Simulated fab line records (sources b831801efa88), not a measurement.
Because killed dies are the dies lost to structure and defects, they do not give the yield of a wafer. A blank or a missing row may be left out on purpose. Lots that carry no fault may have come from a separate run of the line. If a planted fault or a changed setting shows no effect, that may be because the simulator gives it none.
Which tool is to blame?	flow sky130	6 lots, 17 wafers sampled, at 3 steps of a route of 708

## WHAT THE GAUGES SHOWED, per wafer
SKY_FIELD_ISO_THK_MEAS_23.
lot	measured	on	FIELD_ISO_OXIDATION_01_THK (nm)
L816	day 2 15:27	film_metro-03	9.69 9.90 9.71
L821	day 3 20:15	film_metro-03	10.03 10.03 10.38
L824	day 4 13:54	film_metro-02	9.92 9.92 9.96
L826	day 4 21:02	film_metro-01	9.85 9.96 9.90
L832	day 6 07:07	film_metro-02	10.05 10.11
L834	day 6 14:29	film_metro-02	9.91 9.95 10.05

## WHICH TOOL RAN EACH LOT (tool, then ch and the chambers of the sampled wafers, then the start)
lot	SKY_FIELD_ISO_ETCH_15	SKY_FIELD_ISO_ETCH_17
L816	rie_diel-01 ch 0,1, day 2 13:33	rie_si-01 ch 1,2,3, day 2 13:42
L821	rie_diel-01 ch 0,1,2, day 3 17:29	rie_si-02 ch 1,2,3, day 3 17:39
L824	rie_diel-03 ch 0,1,3, day 4 09:59	rie_si-01 ch 0,3, day 4 10:08
L826	rie_diel-03 ch 1,2,3, day 4 19:08	rie_si-02 ch 1,2, day 4 19:17
L832	rie_diel-02 ch 0,2, day 6 05:23	rie_si-02 ch 0,3, day 6 05:33
L834	rie_diel-03 ch 1,2, day 6 12:44	rie_si-02 ch 0,1,3, day 6 12:53
- SKY_FIELD_ISO_ETCH_15: etches the open film in CHF3/O2, stops on Si, target depth 180 nm, time 72 s.
- SKY_FIELD_ISO_ETCH_17: etches Si in HBr/Cl2/O2, target depth 342 nm, time 97.7 s.

## THE ANSWER, worked out from the rows above alone
Rule: the lots themselves supply what counts as usual. Put in order of their means at a reading, lots are off if they are a third of the lots or fewer, leave a main group of 4 or more, and stand apart from it by a gap of 3 or more times the standard deviation of the main group's means; of several such gaps the widest counts. The tables above print the reading to a certain number of digits; a main group whose means all agree to those digits is not used. A lot without any number at a reading at which 4 lots or more have one is off too. Where the step has rows for the other lots, those lots are counted as sound.
None of the lots is off at any reading shown; this tells nothing.

## WHAT THE SIMULATOR HAD PUT IN
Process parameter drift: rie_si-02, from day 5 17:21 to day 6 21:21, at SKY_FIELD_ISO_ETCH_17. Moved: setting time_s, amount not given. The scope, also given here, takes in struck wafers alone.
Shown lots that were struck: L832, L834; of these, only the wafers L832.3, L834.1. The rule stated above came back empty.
